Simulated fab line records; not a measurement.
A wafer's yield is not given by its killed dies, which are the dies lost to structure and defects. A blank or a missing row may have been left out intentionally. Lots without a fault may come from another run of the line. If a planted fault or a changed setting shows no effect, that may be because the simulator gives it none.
fab line records / flow sky130 / part 2 of 2: steps 43 to 43 of 43
record: lots: 6 wafers: 18 lastDay: 49
route steps=708 shown VIA2@520 METAL3@532 CAPM@537 PAD_OPEN@708
lots untouched by any fault: they come from a run of this same line in which no faults occurred
startH: hours from the record's opening day to when the first of the lot's shown wafers began / waitH: hours from the lot's prior step to this one / " same as the row above / L1.1+2: several wafers, shown together as one row / - value missing, or start not given / * or withheld: withheld / < > ~ a bound
route shown NAME@n: names a module that has steps shown in the file, with the first one's number in the route / usual: the fault-free wafers' mean and standard deviation / same: alike in all rows / chamber/n: place in a boat / sites: the reading at each site / _std_site: standard deviation of those values / _edge_site: mean of outer sites minus mean of inner sites / radiusMm: for every site, how far away it sits from the centre of the wafer / mask NAME#n: copy n / behind: the tool/chamber that last shaped the wafer / hold: the reason the lot was held/the length of the hold in hours/how it ended / device: transistor that didn't switch, given as n, p or np / end of line: the same wafers' tests at the end of the route / a step without rows: its recipe alone / killed: dies that structure and defects cost at the first sort, which is not the same as the wafer's yield / map: a wafer's dies, marking killed ones x, the rest . and places with no die _
set.NAME: the setting the step ran with; set.NAME@STEP: the setting that earlier step ran with / model.NAME: the simulator's own value behind a step, which no gauge read
lots seen at some steps along the route; tables by step, rows by wafer
services: the hour from which a tool's chamber was out of use, counted from the record's first day as startH (under 0 if before that day), plus the number of hours and why
== steps ==
step: SKY_PAD_OPEN_PROBE_99
usual: defectLimitedYield: 82.5/1.8 killed_at_M0_to_M3: 43/6.6 killed_at_M4_up: 2.9/1.8 killedAtContacts: 25/5.3 killedAtFrontEnd: 15/4.1 killedAtOther: 0.3/0.6 killedDies: 86/8.8 killedOnRim: 17/3.5 killedOpen: 47/6.7 killedShort: 39/6.2 sort_bin_3_pad_short: 0.9/0.44 sort_bin_5_function: 10.3/1.6 sort_bin_6_memory: 6.3/1 sortNPass: 406/8.8 sortYieldPct: 82.5/1.8
same: grossDies: 492 killedAtBackSide: 0 sort_bin_4_leakage[%]: 0 sort_bin_8_speed[%]: 0
lot.wafer=L507.1 tool=prober-02 chamber=- startH=1089.06 waitH=0.1 hold=- defectLimitedYield[%]=82.5 killed_at_M0_to_M3=39 killed_at_M4_up=0 killedAtContacts=30 killedAtFrontEnd=15 killedAtOther=2 killedDies=86 killedOnRim=14 killedOpen=45 killedShort=41 sort_bin_3_pad_short[%]=0.8 sort_bin_5_function[%]=10.6 sort_bin_6_memory[%]=6.1 sortNPass=406 sortYieldPct[%]=82.5 model.etest.tester.sortNPass=406 model.etest.tester.sortYieldPct=82.52 model.etest.tester.sort_bin_5_pct=10.57 model.etest.tester.sort_bin_3_pct=0.813
lot.wafer=L507.2 tool=prober-02 chamber=- startH=1089.11 waitH=0.1 hold=- defectLimitedYield[%]=82.1 killed_at_M0_to_M3=36 killed_at_M4_up=2 killedAtContacts=32 killedAtFrontEnd=18 killedAtOther=0 killedDies=88 killedOnRim=17 killedOpen=49 killedShort=39 sort_bin_3_pad_short[%]=0.4 sort_bin_5_function[%]=12.6 sort_bin_6_memory[%]=4.9 sortNPass=404 sortYieldPct[%]=82.1 model.etest.tester.sortNPass=404 model.etest.tester.sortYieldPct=82.11 model.etest.tester.sort_bin_5_pct=12.6 model.etest.tester.sort_bin_3_pct=0.4065
lot.wafer=L507.5 tool=prober-02 chamber=- startH=1089.26 waitH=0.2 hold=- defectLimitedYield[%]=81.9 killed_at_M0_to_M3=46 killed_at_M4_up=3 killedAtContacts=24 killedAtFrontEnd=16 killedAtOther=0 killedDies=89 killedOnRim=18 killedOpen=47 killedShort=41 sort_bin_3_pad_short[%]=0.6 sort_bin_5_function[%]=8.7 sort_bin_6_memory[%]=8.7 sortNPass=403 sortYieldPct[%]=81.9 model.etest.tester.sortNPass=403 model.etest.tester.sortYieldPct=81.91 model.etest.tester.sort_bin_5_pct=8.74 model.etest.tester.sort_bin_3_pct=0.6098
lot.wafer=L508.1 tool=prober-01 chamber=- startH=1092.30 waitH=0.1 hold=- defectLimitedYield[%]=83.9 killed_at_M0_to_M3=40 killed_at_M4_up=5 killedAtContacts=22 killedAtFrontEnd=12 killedAtOther=0 killedDies=79 killedOnRim=11 killedOpen=44 killedShort=35 sort_bin_3_pad_short[%]=0.8 sort_bin_5_function[%]=9.3 sort_bin_6_memory[%]=5.9 sortNPass=413 sortYieldPct[%]=83.9 model.etest.tester.sortNPass=413 model.etest.tester.sortYieldPct=83.94 model.etest.tester.sort_bin_5_pct=9.35 model.etest.tester.sort_bin_3_pct=0.813
lot.wafer=L508.2 tool=prober-01 chamber=- startH=1092.35 waitH=0.1 hold=- defectLimitedYield[%]=83.9 killed_at_M0_to_M3=33 killed_at_M4_up=4 killedAtContacts=28 killedAtFrontEnd=14 killedAtOther=0 killedDies=79 killedOnRim=22 killedOpen=50 killedShort=29 sort_bin_3_pad_short[%]=0.2 sort_bin_5_function[%]=10.8 sort_bin_6_memory[%]=5.1 sortNPass=413 sortYieldPct[%]=83.9 model.etest.tester.sortNPass=413 model.etest.tester.sortYieldPct=83.94 model.etest.tester.sort_bin_5_pct=10.77 model.etest.tester.sort_bin_3_pct=0.2033
lot.wafer=L508.5 tool=prober-01 chamber=- startH=1092.50 waitH=0.2 hold=- defectLimitedYield[%]=82.1 killed_at_M0_to_M3=48 killed_at_M4_up=3 killedAtContacts=21 killedAtFrontEnd=16 killedAtOther=0 killedDies=88 killedOnRim=16 killedOpen=49 killedShort=39 sort_bin_3_pad_short[%]=0.8 sort_bin_5_function[%]=10.0 sort_bin_6_memory[%]=7.1 sortNPass=404 sortYieldPct[%]=82.1 model.etest.tester.sortNPass=404 model.etest.tester.sortYieldPct=82.11 model.etest.tester.sort_bin_5_pct=9.959 model.etest.tester.sort_bin_3_pct=0.813
lot.wafer=L515.2 tool=prober-01 chamber=- startH=1136.19 waitH=0.1 hold=awaitDispo/3.0h/release defectLimitedYield[%]=75.0 killed_at_M0_to_M3=78 killed_at_M4_up=4 killedAtContacts=32 killedAtFrontEnd=9 killedAtOther=0 killedDies=123 killedOnRim=26 killedOpen=43 killedShort=38 sort_bin_3_pad_short[%]=4.1 sort_bin_5_function[%]=15.4 sort_bin_6_memory[%]=5.5 sortNPass=369 sortYieldPct[%]=75.0 model.etest.tester.sortNPass=369 model.etest.tester.sortYieldPct=75 model.etest.tester.sort_bin_5_pct=15.45 model.etest.tester.sort_bin_3_pct=4.065
lot.wafer=L515.3 tool=prober-01 chamber=- startH=1136.24 waitH=0.2 hold=awaitDispo/3.0h/release defectLimitedYield[%]=75.8 killed_at_M0_to_M3=96 killed_at_M4_up=1 killedAtContacts=12 killedAtFrontEnd=10 killedAtOther=0 killedDies=119 killedOnRim=13 killedOpen=32 killedShort=20 sort_bin_3_pad_short[%]=4.3 sort_bin_5_function[%]=13.2 sort_bin_6_memory[%]=6.7 sortNPass=373 sortYieldPct[%]=75.8 model.etest.tester.sortNPass=373 model.etest.tester.sortYieldPct=75.81 model.etest.tester.sort_bin_5_pct=13.21 model.etest.tester.sort_bin_3_pct=4.268
lot.wafer=L515.5 tool=prober-01 chamber=- startH=1136.34 waitH=0.2 hold=awaitDispo/3.0h/release defectLimitedYield[%]=66.7 killed_at_M0_to_M3=121 killed_at_M4_up=1 killedAtContacts=31 killedAtFrontEnd=10 killedAtOther=1 killedDies=164 killedOnRim=29 killedOpen=57 killedShort=41 sort_bin_3_pad_short[%]=5.1 sort_bin_5_function[%]=22.0 sort_bin_6_memory[%]=6.3 sortNPass=328 sortYieldPct[%]=66.7 model.etest.tester.sortNPass=328 model.etest.tester.sortYieldPct=66.67 model.etest.tester.sort_bin_5_pct=21.95 model.etest.tester.sort_bin_3_pct=5.081
lot.wafer=L517.1 tool=prober-01 chamber=- startH=1141.66 waitH=0.1 hold=awaitDispo/2.8h/release defectLimitedYield[%]=71.5 killed_at_M0_to_M3=93 killed_at_M4_up=1 killedAtContacts=27 killedAtFrontEnd=17 killedAtOther=2 killedDies=140 killedOnRim=24 killedOpen=42 killedShort=35 sort_bin_3_pad_short[%]=4.7 sort_bin_5_function[%]=16.5 sort_bin_6_memory[%]=7.3 sortNPass=352 sortYieldPct[%]=71.5 model.etest.tester.sortNPass=352 model.etest.tester.sortYieldPct=71.54 model.etest.tester.sort_bin_5_pct=16.46 model.etest.tester.sort_bin_3_pct=4.675
lot.wafer=L517.3 tool=prober-01 chamber=- startH=1141.76 waitH=0.2 hold=awaitDispo/2.8h/release defectLimitedYield[%]=76.6 killed_at_M0_to_M3=61 killed_at_M4_up=1 killedAtContacts=33 killedAtFrontEnd=20 killedAtOther=0 killedDies=115 killedOnRim=29 killedOpen=60 killedShort=37 sort_bin_3_pad_short[%]=3.0 sort_bin_5_function[%]=14.8 sort_bin_6_memory[%]=5.5 sortNPass=377 sortYieldPct[%]=76.6 model.etest.tester.sortNPass=377 model.etest.tester.sortYieldPct=76.63 model.etest.tester.sort_bin_5_pct=14.84 model.etest.tester.sort_bin_3_pct=3.049
lot.wafer=L517.5 tool=prober-01 chamber=- startH=1141.86 waitH=0.2 hold=awaitDispo/2.8h/release defectLimitedYield[%]=71.3 killed_at_M0_to_M3=102 killed_at_M4_up=6 killedAtContacts=18 killedAtFrontEnd=14 killedAtOther=1 killedDies=141 killedOnRim=33 killedOpen=55 killedShort=37 sort_bin_3_pad_short[%]=3.5 sort_bin_5_function[%]=18.3 sort_bin_6_memory[%]=6.9 sortNPass=351 sortYieldPct[%]=71.3 model.etest.tester.sortNPass=351 model.etest.tester.sortYieldPct=71.34 model.etest.tester.sort_bin_5_pct=18.29 model.etest.tester.sort_bin_3_pct=3.455
lot.wafer=L520.3 tool=prober-02 chamber=- startH=1163.39 waitH=0.2 hold=- defectLimitedYield[%]=82.1 killed_at_M0_to_M3=42 killed_at_M4_up=4 killedAtContacts=23 killedAtFrontEnd=19 killedAtOther=0 killedDies=88 killedOnRim=15 killedOpen=41 killedShort=47 sort_bin_3_pad_short[%]=2.0 sort_bin_5_function[%]=7.9 sort_bin_6_memory[%]=7.9 sortNPass=404 sortYieldPct[%]=82.1 model.etest.tester.sortNPass=404 model.etest.tester.sortYieldPct=82.11 model.etest.tester.sort_bin_5_pct=7.927 model.etest.tester.sort_bin_3_pct=2.033
lot.wafer=L520.4 tool=prober-02 chamber=- startH=1163.44 waitH=0.2 hold=- defectLimitedYield[%]=83.7 killed_at_M0_to_M3=39 killed_at_M4_up=4 killedAtContacts=26 killedAtFrontEnd=11 killedAtOther=0 killedDies=80 killedOnRim=15 killedOpen=42 killedShort=38 sort_bin_3_pad_short[%]=0.2 sort_bin_5_function[%]=10.2 sort_bin_6_memory[%]=5.9 sortNPass=412 sortYieldPct[%]=83.7 model.etest.tester.sortNPass=412 model.etest.tester.sortYieldPct=83.74 model.etest.tester.sort_bin_5_pct=10.16 model.etest.tester.sort_bin_3_pct=0.2033
lot.wafer=L520.5 tool=prober-02 chamber=- startH=1163.49 waitH=0.2 hold=- defectLimitedYield[%]=82.7 killed_at_M0_to_M3=41 killed_at_M4_up=5 killedAtContacts=26 killedAtFrontEnd=13 killedAtOther=0 killedDies=85 killedOnRim=19 killedOpen=53 killedShort=31 sort_bin_3_pad_short[%]=0.6 sort_bin_5_function[%]=9.1 sort_bin_6_memory[%]=7.5 sortNPass=407 sortYieldPct[%]=82.7 model.etest.tester.sortNPass=407 model.etest.tester.sortYieldPct=82.72 model.etest.tester.sort_bin_5_pct=9.146 model.etest.tester.sort_bin_3_pct=0.6098
lot.wafer=L524.2 tool=prober-02 chamber=- startH=1176.75 waitH=0.1 hold=- defectLimitedYield[%]=80.1 killed_at_M0_to_M3=46 killed_at_M4_up=10 killedAtContacts=22 killedAtFrontEnd=20 killedAtOther=0 killedDies=98 killedOnRim=26 killedOpen=59 killedShort=31 sort_bin_3_pad_short[%]=0.8 sort_bin_5_function[%]=11.6 sort_bin_6_memory[%]=7.5 sortNPass=394 sortYieldPct[%]=80.1 model.etest.tester.sortNPass=394 model.etest.tester.sortYieldPct=80.08 model.etest.tester.sort_bin_5_pct=11.59 model.etest.tester.sort_bin_3_pct=0.813
lot.wafer=L524.3 tool=prober-02 chamber=- startH=1176.80 waitH=0.2 hold=- defectLimitedYield[%]=84.1 killed_at_M0_to_M3=44 killed_at_M4_up=3 killedAtContacts=13 killedAtFrontEnd=18 killedAtOther=0 killedDies=78 killedOnRim=13 killedOpen=39 killedShort=39 sort_bin_3_pad_short[%]=1.2 sort_bin_5_function[%]=8.7 sort_bin_6_memory[%]=5.9 sortNPass=414 sortYieldPct[%]=84.1 model.etest.tester.sortNPass=414 model.etest.tester.sortYieldPct=84.15 model.etest.tester.sort_bin_5_pct=8.74 model.etest.tester.sort_bin_3_pct=1.22
lot.wafer=L524.5 tool=prober-02 chamber=- startH=1176.90 waitH=0.2 hold=- defectLimitedYield[%]=81.9 killed_at_M0_to_M3=38 killed_at_M4_up=0 killedAtContacts=31 killedAtFrontEnd=19 killedAtOther=1 killedDies=89 killedOnRim=13 killedOpen=53 killedShort=36 sort_bin_3_pad_short[%]=1.4 sort_bin_5_function[%]=11.8 sort_bin_6_memory[%]=4.9 sortNPass=403 sortYieldPct[%]=81.9 model.etest.tester.sortNPass=403 model.etest.tester.sortYieldPct=81.91 model.etest.tester.sort_bin_5_pct=11.79 model.etest.tester.sort_bin_3_pct=1.423
killed by level:class
L507.1 LI_CONTACT:geometricParticle:open=11 VIA1:geometricParticle:open=8 CONTACT:geometricParticle:open=7 METAL1:geometricParticle:short=7 VIA1:geometricParticle:short=6 FIELD_ISO:geometricParticle:open=5 VIA3:geometricParticle:short=5 LOCAL_INTERCONNECT:geometricParticle:short=4
L507.2 CONTACT:geometricParticle:open=12 VIA1:geometricParticle:open=12 FIELD_ISO:geometricParticle:open=6 LI_CONTACT:geometricParticle:open=6 LOCAL_INTERCONNECT:geometricParticle:short=6 FIELD_ISO:geometricParticle:short=5 METAL2:geometricParticle:short=5 VIA2:geometricParticle:open=5
L507.5 VIA3:geometricParticle:open=9 VIA2:geometricParticle:open=8 LI_CONTACT:geometricParticle:open=7 VIA1:geometricParticle:short=7 VIA1:geometricParticle:open=6 METAL1:geometricParticle:short=6 CONTACT:geometricParticle:open=5 FIELD_ISO:geometricParticle:open=4
L508.1 CONTACT:geometricParticle:open=11 METAL1:geometricParticle:short=7 VIA2:geometricParticle:open=6 LI_CONTACT:geometricParticle:open=5 VIA1:geometricParticle:open=5 METAL2:geometricParticle:short=5 VIA3:geometricParticle:open=5 FIELD_ISO:geometricParticle:open=4
L508.2 LI_CONTACT:geometricParticle:open=9 CONTACT:geometricParticle:open=9 VIA1:geometricParticle:open=6 METAL2:geometricParticle:short=5 VIA2:geometricParticle:open=5 VIA3:geometricParticle:open=5 POLY_GATE:geometricParticle:open=3 SPACER:geometricParticle:open=3
L508.5 VIA1:geometricParticle:open=13 CONTACT:geometricParticle:open=10 VIA2:geometricParticle:open=8 LOCAL_INTERCONNECT:geometricParticle:short=5 METAL2:geometricParticle:short=5 POLY_GATE:geometricParticle:short=4 VIA3:geometricParticle:open=4 VIA3:geometricParticle:short=4
L515.2 METAL3:unspecified=42 LI_CONTACT:geometricParticle:open=10 CONTACT:geometricParticle:open=9 METAL2:geometricParticle:short=8 FIELD_ISO:geometricParticle:open=6 CONTACT:geometricParticle:short=6 VIA1:geometricParticle:open=6 VIA3:geometricParticle:open=5
L515.3 METAL3:unspecified=67 LI_CONTACT:geometricParticle:open=8 VIA3:geometricParticle:open=8 METAL2:geometricParticle:short=6 VIA1:geometricParticle:open=4 FIELD_ISO:geometricParticle:open=3 VIA1:geometricParticle:short=3 SPACER:geometricParticle:open=2
L515.5 METAL3:unspecified=66 VIA3:geometricParticle:open=14 CONTACT:geometricParticle:open=10 METAL2:geometricParticle:short=9 LI_CONTACT:geometricParticle:open=9 VIA1:geometricParticle:open=9 VIA1:geometricParticle:short=6 FIELD_ISO:geometricParticle:open=5
L517.1 METAL3:unspecified=61 CONTACT:geometricParticle:open=10 VIA1:geometricParticle:open=10 METAL2:geometricParticle:short=7 CONTACT:geometricParticle:short=6 FIELD_ISO:geometricParticle:open=5 LOCAL_INTERCONNECT:geometricParticle:short=5 METAL1:geometricParticle:short=5
L517.3 METAL3:unspecified=17 CONTACT:geometricParticle:open=16 VIA1:geometricParticle:open=12 FIELD_ISO:geometricParticle:open=10 VIA2:geometricParticle:open=7 LOCAL_INTERCONNECT:geometricParticle:short=6 LI_CONTACT:geometricParticle:open=6 VIA3:geometricParticle:open=6
L517.5 METAL3:unspecified=48 VIA1:geometricParticle:open=20 CONTACT:geometricParticle:open=9 VIA3:geometricParticle:open=9 VIA2:geometricParticle:open=6 FIELD_ISO:geometricParticle:short=5 CONTACT:geometricParticle:short=5 METAL3:geometricParticle:short=5
L520.3 VIA1:geometricParticle:open=8 CONTACT:geometricParticle:short=8 POLY_GATE:geometricParticle:short=7 VIA3:geometricParticle:open=7 LOCAL_INTERCONNECT:geometricParticle:short=5 CONTACT:geometricParticle:open=5 VIA3:geometricParticle:short=5 FIELD_ISO:geometricParticle:short=4
L520.4 CONTACT:geometricParticle:open=12 POLY_GATE:geometricParticle:open=6 CONTACT:geometricParticle:short=6 VIA2:geometricParticle:open=6 VIA1:geometricParticle:open=6 METAL2:geometricParticle:short=6 VIA3:geometricParticle:open=6 METAL1:geometricParticle:short=5
L520.5 VIA1:geometricParticle:open=11 LI_CONTACT:geometricParticle:open=10 CONTACT:geometricParticle:open=8 METAL1:geometricParticle:short=5 VIA2:geometricParticle:open=5 FIELD_ISO:geometricParticle:open=4 CONTACT:geometricParticle:short=4 METAL2:geometricParticle:short=4
L524.2 VIA1:geometricParticle:open=14 CONTACT:geometricParticle:open=12 VIA3:geometricParticle:open=10 VIA4:areaEtch=8 POLY_GATE:geometricParticle:open=7 VIA2:geometricParticle:open=5 VIA1:geometricParticle:short=4 METAL2:geometricParticle:short=4
L524.3 VIA1:geometricParticle:open=12 METAL1:geometricParticle:short=9 FIELD_ISO:geometricParticle:open=7 VIA1:geometricParticle:short=5 CONTACT:geometricParticle:short=5 CONTACT:geometricParticle:open=4 POLY_GATE:geometricParticle:short=3 VIA2:geometricParticle:short=3
L524.5 CONTACT:geometricParticle:open=14 LI_CONTACT:geometricParticle:open=9 METAL1:geometricParticle:short=7 VIA3:geometricParticle:open=7 VIA1:geometricParticle:open=6 FIELD_ISO:geometricParticle:short=5 POLY_GATE:geometricParticle:open=4 FIELD_ISO:geometricParticle:open=3
map L515.5 (x killed, . not)
__________.....xx..._________
________xxx.........xx_______
______.....x..xx...xx..._____
_____....xx......xxx.xxxx____
____....xx............xx..___
___.xx..x....x.....xx......__
__...................x..x..._
_....xx.........x.....x...x.x
_.x.xxxx.x.......x...x.x.x...
_.xxxxxx.x..x.x..x.....xxx...
_xxxxxxxx.xxxx.............x.
_xxxxxxxxxx...x......x...x...
_xxxxxxxxxx...........xx.xx..
_xxxxxxxxxx....x...x..x..x...
_.xxxxxxx.........x....x..x.x
__xxxxxxxx....xx..........x._
___xx............xx.x.xxx..__
____x.x..x..x....x.x......___
_____..........x...x..x.x____
______....x..x.........x_____
________xxx.......x..._______
__________........x._________
map L517.5 (x killed, . not)
__________xx.....x.._________
________..x..x....x..._______
______........x......x.._____
_____....xx....x...xx..x.____
____..........x...x.x.xx..___
___..xx.....xx...x..x......__
__.....x.....x...x.x........_
_.x...x..x...xx....x...x.....
_.....................xx.....
_x...x...............x.xx....
_....x..x..xx.x.............x
_....x...x..x....x..x..x.....
_.x.....xx.......x....xx..x..
_x.x.xx...xx.......x...xxx..x
_.xxxxxxxx...x.....x..xx.....
__xxxxxxxx.x...........x..x._
___xxxxxxxx......xx.....x..__
____xxxxxxxx..x..x.x......___
_____xxxxxx............x.____
______xxxx.....x.x...xx._____
________xxx...x..x...._______
__________x.....x.x._________
== services ==
tool=pvdSputter-02 chamber=- startH=852.24 hours=1.9 kind=repair
tool=cmp-01 chamber=- startH=854.20 hours=1.3 kind=repair
tool=pvdSputter-01 chamber=- startH=865.53 hours=0.6 kind=repair
tool=rieDiel-01 chamber=3 startH=880.35 hours=2.7 kind=repair
tool=cmp-02 chamber=- startH=883.33 hours=2.3 kind=repair
tool=plasmaAsher-01 chamber=- startH=884.76 hours=1.9 kind=repair
tool=cmp-02 chamber=- startH=885.61 hours=5.8 kind=pm
tool=pvdSputter-01 chamber=- startH=890.58 hours=10.3 kind=repair
tool=rieDiel-01 chamber=0 startH=897.34 hours=15.9 kind=repair
tool=cmp-02 chamber=- startH=897.45 hours=2.5 kind=repair
tool=cmp-02 chamber=- startH=903.28 hours=4.3 kind=repair
tool=cmp-01 chamber=- startH=912.00 hours=4.0 kind=pm
tool=cmp-01 chamber=- startH=924.26 hours=0.3 kind=repair
tool=cmp-02 chamber=- startH=924.80 hours=4.7 kind=pm
tool=pvdSputter-01 chamber=- startH=925.37 hours=2.8 kind=repair
tool=plasmaAsher-01 chamber=- startH=941.58 hours=20.4 kind=repair
tool=cmp-02 chamber=- startH=953.36 hours=2.3 kind=repair
tool=cmp-01 chamber=- startH=957.79 hours=1.6 kind=repair
tool=pecvd-03 chamber=2 startH=959.36 hours=44.9 kind=repair
tool=cmp-01 chamber=- startH=959.43 hours=6.8 kind=repair
tool=cmp-01 chamber=- startH=959.65 hours=2.7 kind=repair
tool=pvdSputter-02 chamber=- startH=964.56 hours=1.4 kind=repair
tool=cmp-02 chamber=- startH=978.12 hours=1.3 kind=repair
tool=pvdSputter-01 chamber=- startH=978.30 hours=0.6 kind=repair
== key ==
firstSign: step: SKY_PAD_OPEN_PROBE_99 reading: killed_at_M0_to_M3 direction: up sigmas: 7.4 usual: 43 struck: 92
effect: step: SKY_PAD_OPEN_PROBE_99 reading: sort_bin_3_pad_short direction: up sigmas: 7.2 usual: 0.9 struck: 4.1
modelEffect: step: SKY_PAD_OPEN_PROBE_99 value: etest.tester.sortNPass without: 400.7 struck: 358.3
metAt SKY_METAL3_SPUTTER_00
struckWafers L515.2,L515.3,L515.5,L517.1,L517.3,L517.5
onsetBetween 871.60 921.11
fault: kind: chamberParticleSource tool: pvdSputter-02 chamber: - onsetH: 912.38 steps: SKY_METAL3_SPUTTER_00 ratePerVisitCm2: 1.7842 endH: 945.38
